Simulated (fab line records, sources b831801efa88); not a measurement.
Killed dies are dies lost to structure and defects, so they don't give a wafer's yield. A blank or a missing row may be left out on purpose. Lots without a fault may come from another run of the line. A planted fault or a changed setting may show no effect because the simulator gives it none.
Which tool did it? | flow sky130 | 12 lots, 36 wafers sampled, at 5 steps of a route of 708

WHAT THE GAUGES READ, wafer by wafer
SKY_NWELL_TW_MEAS_26. Usual: NWELL_2_TW 500, standard deviation 3.3.
lot  | measured     | on            | NWELL_2_TW  | flag
L651 | day 6 01:03  | film_metro-03 | 500 504 503 |
L653 | day 6 02:31  | film_metro-01 | 502 503 499 |
L656 | day 6 18:03  | film_metro-01 | 501 503 498 |
L657 | day 7 02:32  | film_metro-01 | 505 505 503 |
L658 | day 7 09:45  | film_metro-01 | 507 505 506 |
L664 | day 8 20:36  | film_metro-04 | 496 497 495 |
L665 | day 9 02:04  | film_metro-03 | 502 503 504 |
L666 | day 9 15:48  | film_metro-03 | 501 502 503 |
L668 | day 9 21:15  | film_metro-01 | 505 504 504 |
L669 | day 10 03:12 | film_metro-01 | 503 504 507 |
L672 | day 11 03:20 | film_metro-03 | 498 497 496 |
L673 | day 11 10:42 | film_metro-01 | 499 501 498 |

SKY_VT_ADJUST_HVTP_OVL_MEAS_08. Usual: VT_ADJUST_HVTP_OVL 1.1 nm, standard deviation 1.3.
lot  | measured     | on         | VT_ADJUST_HVTP_OVL (nm) | flag
L651 | day 6 19:41  | overlay-01 | 0.3 0.9 0.5             |
L653 | day 6 21:16  | overlay-02 | 0.6 0.3 1.1             |
L656 | day 7 13:56  | overlay-02 | 1.6 1.3 2.5             |
L657 | day 7 23:34  | overlay-01 | 1.3 3.0 1.6             |
L658 | day 8 07:53  | overlay-01 | 1.4 2.8 3.5             |
L664 | day 9 18:12  | overlay-01 | 4.4 4.6 4.7             |
L665 | day 10 00:11 | overlay-02 | 1.1 1.0 0.8             |
L666 | day 10 13:41 | overlay-02 | -1.1 -1.6 -2.5          |
L668 | day 10 19:40 | overlay-01 | 0.8 0.5 1.7             |
L669 | day 11 02:01 | overlay-02 | 1.4 0.9 1.6             |
L672 | day 12 03:16 | overlay-01 | -0.1 0.6 0.0            |
L673 | day 12 11:03 | overlay-01 | 1.3 0.2 0.8             |

WHICH TOOL RAN EACH LOT (tool, then ch and the chambers of the sampled wafers, then the start)
lot  | SKY_DNWELL_COAT_02               | SKY_DNWELL_STRIP_08                 | SKY_PWDE_STRIP_09
L651 | litho_track-02 ch 0, day 3 13:04 | plasma_asher-01 ch 0,1, day 3 21:25 | plasma_asher-01 ch 0,1, day 4 13:37
L653 | litho_track-02 ch 0, day 3 13:47 | plasma_asher-03 ch 0,1, day 3 21:49 | plasma_asher-01 ch 0,1, day 4 14:44
L656 | litho_track-03 ch 0, day 4 03:01 | plasma_asher-03 ch 0,1, day 4 12:04 | plasma_asher-01 ch 0,1, day 5 05:13
L657 | litho_track-02 ch 0, day 4 11:22 | plasma_asher-02 ch 0,1, day 4 20:04 | plasma_asher-04 ch 0,1, day 5 13:22
L658 | litho_track-02 ch 0, day 4 16:49 | plasma_asher-01 ch 0,1, day 5 01:34 | plasma_asher-04 ch 0,1, day 5 19:26
L664 | litho_track-01 ch 0, day 5 22:24 | plasma_asher-03 ch 0, day 6 07:58   | plasma_asher-01 ch 0,1, day 7 02:47
L665 | litho_track-02 ch 0, day 6 03:29 | plasma_asher-03 ch 0,1, day 6 13:01 | plasma_asher-04 ch 0,1, day 7 08:11
L666 | litho_track-02 ch 0, day 6 15:19 | plasma_asher-01 ch 0,1, day 7 00:49 | plasma_asher-01 ch 0,1, day 7 20:53
L668 | litho_track-03 ch 0, day 6 19:22 | plasma_asher-01 ch 0,1, day 7 05:28 | plasma_asher-04 ch 0,1, day 8 02:04
L669 | litho_track-01 ch 0, day 7 00:55 | plasma_asher-02 ch 0,1, day 7 11:31 | plasma_asher-04 ch 0,1, day 8 08:59
L672 | litho_track-03 ch 0, day 7 22:10 | plasma_asher-02 ch 0,1, day 8 09:13 | plasma_asher-01 ch 0,1, day 9 06:03
L673 | litho_track-01 ch 0, day 8 04:06 | plasma_asher-02 ch 0,1, day 8 15:22 | plasma_asher-02 ch 0,1, day 9 12:48
- SKY_DNWELL_COAT_02: resist thk 3000 nm.
- SKY_DNWELL_STRIP_08: strips in O2/N2.
- SKY_PWDE_STRIP_09: strips in O2/N2.

WHAT THE TOOLS THEMSELVES READ (means of the sampled wafers that have a number; where no wafer has one, the mark that the record gives instead)
SKY_DNWELL_COAT_02. Usual: spin_speed_rpm 2000.2 rpm, standard deviation 1.3.
lot  | tool           | spin_speed_rpm (rpm) | flag
L651 | litho_track-02 | 1999.6               |
L653 | litho_track-02 | 2000.5               |
L656 | litho_track-03 | 2000.7               |
L657 | litho_track-02 | 1999.0               |
L658 | litho_track-02 | 1998.2               |
L664 | litho_track-01 | 2001.2               |
L665 | litho_track-02 | 1911.6               | OFF
L666 | litho_track-02 | 1911.8               | OFF
L668 | litho_track-03 | 2002.1               |
L669 | litho_track-01 | 2001.1               |
L672 | litho_track-03 | 2001.4               |
L673 | litho_track-01 | 2000.6               |

SKY_DNWELL_STRIP_08. Usual: drypump_motor_current_A 5.74 A, standard deviation 0.27; oes_product_au 0.722 a.u., standard deviation 0.0051; strip_time_to_endpoint_s 36.92 s, standard deviation 0.11.
lot  | tool            | drypump_motor_current_A (A) | oes_product_au (a.u.) | strip_time_to_endpoint_s (s) | flag
L651 | plasma_asher-01 | 6.05                        | 0.725                 | 37.02                        |
L653 | plasma_asher-03 | 5.56                        | 0.723                 | 36.84                        |
L656 | plasma_asher-03 | 5.58                        | 0.721                 | 36.83                        |
L657 | plasma_asher-02 | 5.68                        | 0.727                 | 36.97                        |
L658 | plasma_asher-01 | 6.19                        | 0.723                 | 37.04                        |
L664 | plasma_asher-03 | 5.64                        | 0.719                 | 36.70                        |
L665 | plasma_asher-03 | 5.51                        | 0.719                 | 37.79                        | OFF
L666 | plasma_asher-01 | 6.09                        | 0.723                 | 37.57                        | OFF
L668 | plasma_asher-01 | 6.10                        | 0.723                 | 36.96                        |
L669 | plasma_asher-02 | 5.66                        | 0.720                 | 36.80                        |
L672 | plasma_asher-02 | 5.73                        | 0.724                 | 37.10                        |
L673 | plasma_asher-02 | 5.73                        | 0.721                 | 36.92                        |

SKY_PWDE_STRIP_09. Usual: drypump_motor_current_A 5.96 A, standard deviation 0.27; oes_product_au 0.723 a.u., standard deviation 0.0043; strip_time_to_endpoint_s 36.87 s, standard deviation 0.099.
lot  | tool            | drypump_motor_current_A (A) | oes_product_au (a.u.) | strip_time_to_endpoint_s (s) | flag
L651 | plasma_asher-01 | 6.19                        | 0.725                 | 36.99                        |
L653 | plasma_asher-01 | 6.17                        | 0.721                 | 36.91                        |
L656 | plasma_asher-01 | 6.09                        | 0.724                 | 36.77                        |
L657 | plasma_asher-04 | 5.78                        | 0.722                 | 36.89                        |
L658 | plasma_asher-04 | 6.01                        | 0.724                 | 36.95                        |
L664 | plasma_asher-01 | 6.19                        | 0.719                 | 36.99                        |
L665 | plasma_asher-04 | 5.78                        | 0.728                 | 37.00                        |
L666 | plasma_asher-01 | 6.18                        | 0.721                 | 36.81                        |
L668 | plasma_asher-04 | 6.00                        | 0.722                 | 36.79                        |
L669 | plasma_asher-04 | 5.78                        | 0.721                 | 36.95                        |
L672 | plasma_asher-01 | 6.16                        | 0.720                 | 36.82                        |
L673 | plasma_asher-02 | 5.67                        | 0.722                 | 36.83                        |

THE ANSWER, worked out from the rows above alone
Rule: a lot is off if the mean of its wafers that have a number lies more than 3 standard deviations from the usual mean. A lot without any number at a reading at which 4 lots or more have one is off too. The other lots that the step has rows for count as sound. The gauges are gone through in route order, then the tools' own readings, and for those a lot's mean is taken as printed above. The first step at which some lot is off is used, and at that step the reading that is off furthest; a lot without a number counts as furthest.
Off: L665, L666, at SKY_DNWELL_COAT_02 (spin_speed_rpm).
A tool fits if, at that step or a process step before it, it ran every lot that is off, and no sound lot after the first of them. One fits: litho_track-02 at SKY_DNWELL_COAT_02. Its last sound lot is L658 (day 4 16:49), its first lot that is off L665 (day 6 03:29): a fault that began between those two fits.
The tool's own readings at SKY_DNWELL_COAT_02 bear it out: on the lots that are off they differ by more than 5 times the standard deviation of the sound lots' means. spin_speed_rpm reads 1911.7 rpm there against 2000.4 rpm on the sound lots.

WHAT THE SIMULATOR HAD PUT IN
Process parameter drift: litho_track-02, from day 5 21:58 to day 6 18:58, at SKY_DNWELL_COAT_02. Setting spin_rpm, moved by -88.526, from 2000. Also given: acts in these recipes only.
Lots struck among those shown: L665, L666. The rule above found the same.
